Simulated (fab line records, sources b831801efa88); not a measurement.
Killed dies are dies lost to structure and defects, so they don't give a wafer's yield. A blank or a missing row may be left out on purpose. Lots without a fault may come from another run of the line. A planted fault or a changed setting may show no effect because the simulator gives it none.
Which tool did it? | flow gf180mcu | 13 lots, 39 wafers sampled, at 5 steps of a route of 602

WHAT THE GAUGES READ, wafer by wafer
GF_STI_THK_MEAS_30. Usual: STI_OXIDATION_02_THK 9.98 nm, standard deviation 0.16.
lot  | measured    | on            | STI_OXIDATION_02_THK (nm) | flag
L230 | day 2 11:33 | film_metro-03 | 10.16 9.95 10.21          |
L233 | day 3 02:14 | film_metro-01 | 10.13 9.99 10.10          |
L234 | day 3 07:40 | film_metro-03 | 9.74 9.57 9.62            |
L235 | day 3 12:43 | film_metro-01 | 9.73 9.96 9.97            |
L237 | day 4 00:40 | film_metro-03 | 10.02 10.11 10.00         |
L243 | day 5 07:17 | film_metro-03 | 10.22 10.09 10.31         |
L244 | day 5 12:34 | film_metro-03 | 10.14 9.91 10.07          |
L246 | day 5 22:58 | film_metro-01 | 9.87 9.74 9.91            |
L247 | day 6 04:40 | film_metro-01 | 10.13 10.12 10.03         |
L248 | day 6 09:10 | film_metro-03 | 9.89 10.08 10.03          |
L249 | day 6 13:53 | film_metro-02 | 10.14 9.92 10.10          |
L251 | day 6 23:07 | film_metro-03 | 9.89 9.87 9.88            |
L252 | day 7 09:38 | film_metro-01 | 9.87 9.61 9.58            |

GF_VT_IMPLANT_TW_MEAS_43. Usual: VT_IMPLANT_4_TW 694, standard deviation 4.3.
lot  | measured     | on            | VT_IMPLANT_4_TW | flag
L230 | day 7 19:22  | film_metro-04 | 697 694 695     |
L233 | day 8 15:33  | film_metro-03 | 765 764 761     | OFF
L234 | day 9 00:10  | film_metro-03 | 698 695 695     |
L235 | day 9 01:52  | film_metro-03 | 699 701 696     |
L237 | day 9 20:49  | film_metro-04 | 759 763 762     | OFF
L243 | day 11 12:33 | film_metro-04 | 698 698 696     |
L244 | day 11 19:10 | film_metro-03 | 695 701 701     |
L246 | day 12 09:46 | film_metro-04 | 692 692 688     |
L247 | day 12 16:30 | film_metro-02 | 687 691 689     |
L248 | day 12 20:07 | film_metro-02 | 691 694 691     |
L249 | day 13 05:16 | film_metro-04 | 695 696 695     |
L251 | day 13 16:34 | film_metro-03 | 700 698 697     |
L252 | day 14 05:03 | film_metro-03 | 690 692 692     |

GF_POLY_GATE_THK_MEAS_01. Usual: POLY_GATE_CVD_00_THK 201.0 nm, standard deviation 2.
lot  | measured     | on            | POLY_GATE_CVD_00_THK (nm) | flag
L230 | day 8 17:14  | film_metro-01 | 198.8 199.1 200.2         |
L233 | day 9 13:29  | film_metro-01 | 197.7 199.3 198.7         |
L234 | day 9 23:22  | film_metro-04 | 202.7 200.2 201.7         |
L235 | day 10 00:46 | film_metro-03 | 200.7 200.1 201.3         |
L237 | day 10 19:59 | film_metro-03 | 199.1 199.2 198.6         |
L243 | day 12 12:58 | film_metro-03 | 201.3 202.2 200.7         |
L244 | day 12 21:05 | film_metro-04 | 205.1 204.3 204.5         |
L246 | day 13 10:51 | film_metro-03 | 200.5 199.0 199.3         |
L247 | day 13 19:07 | film_metro-03 | 201.1 202.1 203.2         |
L248 | day 14 01:54 | film_metro-01 | 205.0 204.7 204.3         |
L249 | day 14 10:01 | film_metro-04 | 202.2 201.3 201.6         |
L251 | day 14 23:58 | film_metro-03 | 198.9 199.7 199.2         |
L252 | day 15 09:50 | film_metro-01 | 202.1 202.0 202.0         |

GF_POLY_GATE_OVL_MEAS_11. Usual: POLY_GATE_OVL 3 nm, standard deviation 5.4.
lot  | measured     | on         | POLY_GATE_OVL (nm) | flag
L230 | day 9 09:47  | overlay-01 | 5 6 6              |
L233 | day 10 06:53 | overlay-02 | 1 10 1             |
L234 | day 10 17:17 | overlay-01 | 3 7 0              |
L235 | day 10 18:45 | overlay-01 | -1 -3 -4           |
L237 | day 11 14:23 | overlay-02 | 3 -1 8             |
L243 | day 13 08:56 | overlay-02 | 9 7 7              |
L244 | day 13 17:23 | overlay-01 | 4 0 -1             |
L246 | day 14 07:41 | overlay-01 | -3 -1 3            |
L247 | day 14 15:53 | overlay-01 | 4 -6 4             |
L248 | day 14 22:59 | overlay-01 | 14 14 12           |
L249 | day 15 06:50 | overlay-02 | 5 -2 -3            |
L251 | day 15 21:44 | overlay-02 | -3 -4 1            |
L252 | day 16 07:26 | overlay-01 | 7 3 3              |

WHICH TOOL RAN EACH LOT (tool, then ch and the chambers of the sampled wafers, then the start)
lot  | GF_VT_IMPLANT_IMPLANT_41
L230 | implanter-01 ch 0, day 7 19:08
L233 | implanter-01 ch 0, day 8 15:18
L234 | implanter-02 ch 0, day 8 23:56
L235 | implanter-04 ch 0, day 9 01:39
L237 | implanter-01 ch 0, day 9 20:35
L243 | implanter-04 ch 0, day 11 12:18
L244 | implanter-04 ch 0, day 11 18:55
L246 | implanter-02 ch 0, day 12 09:31
L247 | implanter-01 ch 0, day 12 16:15
L248 | implanter-01 ch 0, day 12 19:52
L249 | implanter-04 ch 0, day 13 05:01
L251 | implanter-04 ch 0, day 13 16:19
L252 | implanter-01 ch 0, day 14 04:48
- GF_VT_IMPLANT_IMPLANT_41

WHAT THE TOOLS THEMSELVES READ (means of the sampled wafers that have a number; where no wafer has one, the mark that the record gives instead)
GF_VT_IMPLANT_IMPLANT_41. Usual: beam_energy_keV 70.003, standard deviation 0.023; beam_on_s 10.03 s, standard deviation 0.19; dose_ions_cm2 1.0128e+12, standard deviation 1e+09; end_station_pressure_torr 5e-06 Torr, standard deviation 2.7e-07; faraday_current_uA 5.70, standard deviation 0.11.
lot  | tool         | beam_energy_keV | beam_on_s (s) | dose_ions_cm2 | end_station_pressure_torr (Torr) | faraday_current_uA | flag
L230 | implanter-01 | 70.021          | 10.00         | 1.0128e+12    | 5e-06                            | 5.72               |
L233 | implanter-01 | 69.998          | 10.14         | 1.3775e+12    | 5e-06                            | 7.70               | OFF
L234 | implanter-02 | 70.007          | 10.04         | 1.0126e+12    | 5e-06                            | 5.68               |
L235 | implanter-04 | 70.024          | 10.05         | 1.0132e+12    | 5e-06                            | 5.69               |
L237 | implanter-01 | 70.029          | 10.20         | 1.3795e+12    | 5e-06                            | 7.62               | OFF
L243 | implanter-04 | 70.012          | 10.02         | 1.0128e+12    | 5e-06                            | 5.71               |
L244 | implanter-04 | 69.997          | 10.06         | 1.0119e+12    | 5e-06                            | 5.67               |
L246 | implanter-02 | 69.965          | 10.10         | 1.0115e+12    | 5e-06                            | 5.66               |
L247 | implanter-01 | 70.014          | 9.99          | 1.0133e+12    | 5e-06                            | 5.72               |
L248 | implanter-01 | 70.018          | 10.17         | 1.0116e+12    | 5e-06                            | 5.61               |
L249 | implanter-04 | 70.010          | 10.06         | 1.0125e+12    | 5e-06                            | 5.67               |
L251 | implanter-04 | 70.023          | 10.02         | 1.0123e+12    | 5e-06                            | 5.71               |
L252 | implanter-01 | 70.010          | 9.98          | 1.0138e+12    | 5e-06                            | 5.73               |

THE ANSWER, worked out from the rows above alone
Rule: a lot is off if the mean of its wafers that have a number lies more than 3 standard deviations from the usual mean. A lot without any number at a reading at which 4 lots or more have one is off too. The other lots that the step has rows for count as sound. The gauges are gone through in route order, then the tools' own readings, and for those a lot's mean is taken as printed above. The first step at which some lot is off is used, and at that step the reading that is off furthest; a lot without a number counts as furthest.
Off: L233, L237, at GF_VT_IMPLANT_TW_MEAS_43 (VT_IMPLANT_4_TW).
A tool fits if, at a process step before that reading, it ran every lot that is off, and no sound lot after the first of them. The gauges at GF_VT_IMPLANT_TW_MEAS_43 aren't tried: what is off there is off at GF_VT_IMPLANT_IMPLANT_41 too, on other tools, and a gauge's error can't cause that. None of those tried fits.

WHAT THE SIMULATOR HAD PUT IN
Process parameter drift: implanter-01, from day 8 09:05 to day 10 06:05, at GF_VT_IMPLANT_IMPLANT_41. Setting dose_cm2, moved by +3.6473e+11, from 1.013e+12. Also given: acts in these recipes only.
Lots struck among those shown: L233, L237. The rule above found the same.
